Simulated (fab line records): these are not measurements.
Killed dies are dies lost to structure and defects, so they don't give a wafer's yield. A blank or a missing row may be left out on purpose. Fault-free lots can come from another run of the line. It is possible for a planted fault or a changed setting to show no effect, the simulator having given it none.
A single fault, viewed from 2 desks + flow sky130 + each desk has only its own numbers; what lay behind them comes last

FROM THE METROLOGY DESK
Lot by lot, what the gauges showed, no matter which tool ran the lot: averages of those sampled wafers that carry a number. A lot is out of limits, marked OUT, if its mean lies more than 4 standard deviations from the usual mean; the brackets give that distance.
Columns: A = CAP2M_CVD_00_THK at SKY_CAP2M_THK_MEAS_01, usual 15.60 nm; B = CAP2M_TIN_RS at SKY_CAP2M_RS_MEAS_03, usual 6.92 ohm/sq; C = CAP2M_TIN_THK at SKY_CAP2M_THK_MEAS_04, usual 200 nm; D = CAP2M_OVL at SKY_CAP2M_OVL_MEAS_12, usual 0.1 nm
| lot  | first seen here | A     | B    | C   | D    |
|------|-----------------|-------|------|-----|------|
| L618 | day 39 17:25    | 15.62 | 6.89 | 200 | -0.7 |
| L619 | day 40 06:08    | 15.54 | 6.82 | 202 | -0.2 |
| L627 | day 42 09:54    | 15.46 | 6.93 | 201 | 0.6  |
| L628 | day 42 10:46    | 15.72 | 6.91 | 200 | -0.5 |
| L631 | day 43 13:43    | 15.62 | 6.82 | 203 | 1.3  |
| L635 | day 45 05:52    | 15.63 | 7.03 | 197 | -2.0 |
This desk's verdict: no lot among the 6 shows anything out of limits.

THE TOOL OWNER'S DESK: litho track-04
The tool's own readings at SKY_CAP2M_DEVELOP_11 (develop time 60 s): means of the sampled wafers that have a number, for each lot that ran on this tool. A lot is out of limits, marked OUT, if its mean lies more than 4 standard deviations from the usual mean; the brackets give that distance.
Columns: A = developer temp C at SKY_CAP2M_DEVELOP_11, usual 23.00 C
| lot  | first seen here | A               |
|------|-----------------|-----------------|
| L618 | day 40 16:57    | 23.00           |
| L619 | day 41 05:51    | 23.08           |
| L627 | day 43 08:56    | 25.18 (+18) OUT |
| L628 | day 43 09:14    | 25.31 (+19) OUT |
This desk's finding: out of limits on L627, L628; first on L627, day 43 08:56 (developer temp C at SKY_CAP2M_DEVELOP_11). L618, L619 stayed within limits.

TAKEN TOGETHER
An alarm could have come from the tool owner's desk at day 43 08:56, on L627, L628.
From the metrology desk's view, nothing was out of limits.
The metrology desk holds a record of L627, L628, inside its limits.
Of the lots named, all ran SKY_CAP2M_DEVELOP_11 on litho track-04.

WHAT THE SIMULATOR HAD PUT IN
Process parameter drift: litho track-04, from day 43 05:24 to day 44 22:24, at SKY_CAP2M_DEVELOP_11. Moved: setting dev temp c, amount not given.
Struck lots among those shown: L627, L628.
Delay in hours, fault start to first out-of-limits reading, by desk: the tool owner's desk at 4.
